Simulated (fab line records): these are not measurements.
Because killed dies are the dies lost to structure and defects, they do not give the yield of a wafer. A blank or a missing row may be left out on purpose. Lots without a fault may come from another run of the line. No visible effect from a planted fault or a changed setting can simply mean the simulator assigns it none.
Comparing a struck lot with a sound one ; flow sky130 ; 22 out of 708 route steps
Sound: the wafers L168.3, L168.5, L168.6. Wafers struck: L186.3, L186.4, L186.6. The cause is named last.
Each step with rows lists, per side, the tool, then ch with its chambers, then its first start. Under that, the readings that differ: sound wafers ; struck wafers ; difference of the means ; sigmas: that difference in standard deviations of wafers without a fault.
alike: readings with means less than 2 such deviations apart, plus words and numbers identical on both sides. not compared: withheld readings, readings lacking a value on some wafer, bounds such as >300 that could conceal the same value, and numbers that have no deviation in the record and whose values overlap.
Wherever a step has rows on one side only, a row that says differs or no value, or a row with sigmas, the two part there. Numbers that don't overlap but have no deviation are shown without sigmas and don't part them. Lack of a reading on every wafer of one side parts them only where that side has two or more wafers.

SKY_METAL4_ETCH_17: etches SiO2 in C4F8/O2/Ar, stops on TiN, time 3.9 s, target depth 15 nm.
  sound on rieDiel-02 ch 0,3, day 42 08:37; struck on rieDiel-01 ch 2,3, day 46 23:58
  alike: oesProductAu, rfFwdPowerW
  not compared: rfHoursCounterH
SKY_METAL4_METAL_ETCH_18: etches the open film in Cl2/BCl3, stops on SiO2, target depth 845 nm, time 183.1 s.
  sound on rieMetal-04 ch 0,1, day 42 08:41; struck on rieMetal-04 ch 0,1, day 47 00:02
  alike: bcl3FlowSccm, drypumpMotorCurrentA, oesProductAu, rfFwdPowerW, throttleValvePct
  not compared: rfHoursCounterH
SKY_METAL4_STRIP_19: strips in O2/N2.
  sound on plasmaAsher-02 ch 0,1, day 42 08:50; struck on plasmaAsher-02 ch 0,1, day 47 00:11
  alike: drypumpMotorCurrentA, oesProductAu, stripTimeToEndpointS
  not compared: rfHoursCounterH
then, 4 steps without rows for these wafers: SKY_METAL4_STRIP_20 (strips in post etch residue remover, time 1200 s); SKY_METAL4_CLEAN_21 (cleans in IPA, time 180 s); SKY_METAL4_CLEAN_22 (cleans in O3/DIW); SKY_VIA4_HDPCVD_00 (deposits SiO2, target thk 1750 nm, time 291.7 s).
SKY_VIA4_THK_MEAS_01:
  struck on filmMetro-01, day 47 00:59; sound on filmMetro-01, day 42 09:38
  alike: VIA4_HDPCVD_THK
SKY_VIA4_CMP_02: polishes SiO2.
  sound on cmp-02 ch 0,1,3, day 42 09:46; struck on cmp-02 ch 0,2,3, day 47 01:10
  alike: motorCurrentA
SKY_VIA4_BOW_MEAS_03:
  struck on filmMetro-02, day 47 01:27; sound on filmMetro-01, day 42 10:01
reading;sound;struck;difference;sigmas
VIA4_BOW (um);84 81 77;66 61 63;-17;-2
then, 2 steps without rows for these wafers: SKY_VIA4_DEHYDRATE_04 (time 60 s); SKY_VIA4_HMDS_05 (prime time 60 s).
SKY_VIA4_COAT_06: resist thk 1140 nm.
  sound on lithoTrack-03 ch 0, day 42 21:55; struck on lithoTrack-01 ch 0, day 47 11:01
reading;sound;struck;difference;sigmas
model.NOVOLAK_of_VIA4_COAT_06.thkNm (nm);1144 1147 1141;1083 1086 1091;-57;
then, 4 steps without rows for these wafers: SKY_VIA4_SOFTBAKE_07 (time 60 s); SKY_VIA4_EXPOSE_08 (exposes mask VIM4, target cd 800 nm); SKY_VIA4_PEB_09; SKY_VIA4_DEVELOP_10 (develop time 60 s).
SKY_VIA4_OVL_MEAS_11:
  struck on overlay-02, day 47 20:53; sound on overlay-01, day 43 09:32
  alike: VIA4_OVL
SKY_VIA4_ETCH_12: etches SiO2 in C4F8/O2/Ar, stops on TiN, target depth 580 nm.
  sound on rieDiel-04 ch 1,2, day 43 09:33; struck on rieDiel-04 ch 0,1, day 47 20:55
reading;sound;struck;difference;sigmas
model.NOVOLAK_of_VIA4_COAT_06.thkNm (nm);1015 1020 1013;950.1 951.8 961.6;-61.5;
model.VIA4.cdNm (nm);798.5 799.7 797;803.8 805.5 804.7;+6.3;
  alike: oesProductAu, rfFwdPowerW
SKY_VIA4_STRIP_13: strips in O2/N2.
  sound on plasmaAsher-03 ch 0,1, day 43 09:40; struck on plasmaAsher-03 ch 0,1, day 47 21:01
reading;sound;struck;difference;sigmas
stripTimeToEndpointS (s);12.842 12.913 12.824;12.175 12.166 12.300;-0.646;-22
  alike: drypumpMotorCurrentA, oesProductAu
  not compared: rfHoursCounterH
then, 1 step without rows for these wafers: SKY_VIA4_STRIP_14 (strips in post etch residue remover, time 1200 s).
-- the record jumps here: 2 days lie between the struck wafers' starts before and after (it left off in module VIA4 and takes up again in module PAD_OPEN, whose first step shown is number 708 of the route) --
SKY_PAD_OPEN_PROBE_99:
  record: rows for the struck wafers here (prober-02, day 50 07:29), none for the sound ones

== WHERE THEY PART ==
Last at SKY_PAD_OPEN_PROBE_99 as far as this record goes, first at SKY_VIA4_BOW_MEAS_03.

WHY: whatever the simulator had introduced
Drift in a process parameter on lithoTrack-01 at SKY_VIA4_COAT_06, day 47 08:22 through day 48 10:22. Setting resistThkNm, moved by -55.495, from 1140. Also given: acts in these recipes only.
